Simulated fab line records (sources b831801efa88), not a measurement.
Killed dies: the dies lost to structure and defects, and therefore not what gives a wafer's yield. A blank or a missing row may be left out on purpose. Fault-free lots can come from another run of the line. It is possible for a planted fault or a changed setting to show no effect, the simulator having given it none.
What tool caused it?    flow gf180mcu    Sampling: 13 lots, 39 wafers, 2 of 602 route steps

WHAT THE GAUGES SHOWED, per wafer
GF_V3_OVL_MEAS_15.
lot   measured      on          V3_OVL (nm)
L280  day 22 00:05  overlay-02  -6 -6 -9
L282  day 23 15:29  overlay-02  4 2 2
L283  day 23 18:50  overlay-02  2 1 4
L284  day 24 01:26  overlay-02  -11 -4 0
L285  day 24 06:58  overlay-02  6 0 4
L290  day 25 22:59  overlay-02  3 1 2
L292  day 26 09:58  overlay-02  -1 2 -2
L294  day 27 07:26  overlay-02  -4 -4 -6
L295  day 27 16:08  overlay-02  -3 -2 -1
L298  day 28 19:04  overlay-01  -2 4 1
L299  day 28 22:38  overlay-02  0 -7 -12
L300  day 29 03:43  overlay-02  -7 -10 -8
L302  day 29 10:34  overlay-02  -1 -5 -7

WHICH TOOL RAN EACH LOT (tool, then ch and the chambers of the sampled wafers, then the start)
lot   GF_M3_SOFTBAKE_10
L280  litho-track-03 ch 0, day 20 09:58
L282  litho-track-02 ch 0, day 22 03:43
L283  litho-track-03 ch 0, day 22 06:43
L284  litho-track-01 ch 0, day 22 13:36
L285  litho-track-03 ch 0, day 22 20:53
L290  litho-track-03 ch 0, day 24 12:40
L292  litho-track-03 ch 0, day 25 01:14
L294  litho-track-02 ch 0, day 25 22:55
L295  litho-track-02 ch 0, day 26 07:49
L298  litho-track-02 ch 0, day 27 12:26
L299  litho-track-03 ch 0, day 27 16:35
L300  litho-track-01 ch 0, day 27 21:26
L302  litho-track-03 ch 0, day 28 03:56
- GF_M3_SOFTBAKE_10: time 60 s.

AS READ BY THE TOOLS THEMSELVES (means over the sampled wafers that have a number; for cases with no such wafer, the mark the record gives instead)
GF_M3_SOFTBAKE_10.
lot   tool            heater-power-total-W (W)  run-length-s (s)
L280  litho-track-03  93.10                     89.22
L282  litho-track-02  93.09                     89.08
L283  litho-track-03  93.04                     89.24
L284  litho-track-01  93.03                     89.18
L285  litho-track-03  93.10                     89.26
L290  litho-track-03  100.69                    76.37
L292  litho-track-03  100.64                    76.49
L294  litho-track-02  93.04                     89.25
L295  litho-track-02  93.05                     89.18
L298  litho-track-02  93.02                     89.09
L299  litho-track-03  93.11                     89.31
L300  litho-track-01  93.09                     89.15
L302  litho-track-03  92.98                     89.19

THE ANSWER, worked out from the rows above alone
Rule: the lots themselves supply what counts as usual. The widest of any qualifying gaps counts: lots, ordered by their means at a reading, are off when they make up no more than a third of the lots, leave a main group of 4 or more, and stand apart from it by 3 or more times the standard deviation of that group's means. If all means in a main group match to the digits the tables above print for the reading, that group is not used. Also off: a lot with no number at a reading for which 4 or more lots have one. Any other lot the step has rows for is counted as sound. Order of review: gauges by route order, followed by the tools' own readings, for which a lot's mean as printed above is used. The first step at which some lot is off is used, and at that step the reading that is off furthest; a lot without a number counts as furthest.
Off: L290, L292 (GF_M3_SOFTBAKE_10, heater-power-total-W). Main group: mean 93.06 W, sd 0.04.
If a tool, at that step or one of the process steps before it, ran each lot that is off and ran no sound lot following the first of them, it fits. Of those tried, none fits.

WHAT THE SIMULATOR HAD INSERTED
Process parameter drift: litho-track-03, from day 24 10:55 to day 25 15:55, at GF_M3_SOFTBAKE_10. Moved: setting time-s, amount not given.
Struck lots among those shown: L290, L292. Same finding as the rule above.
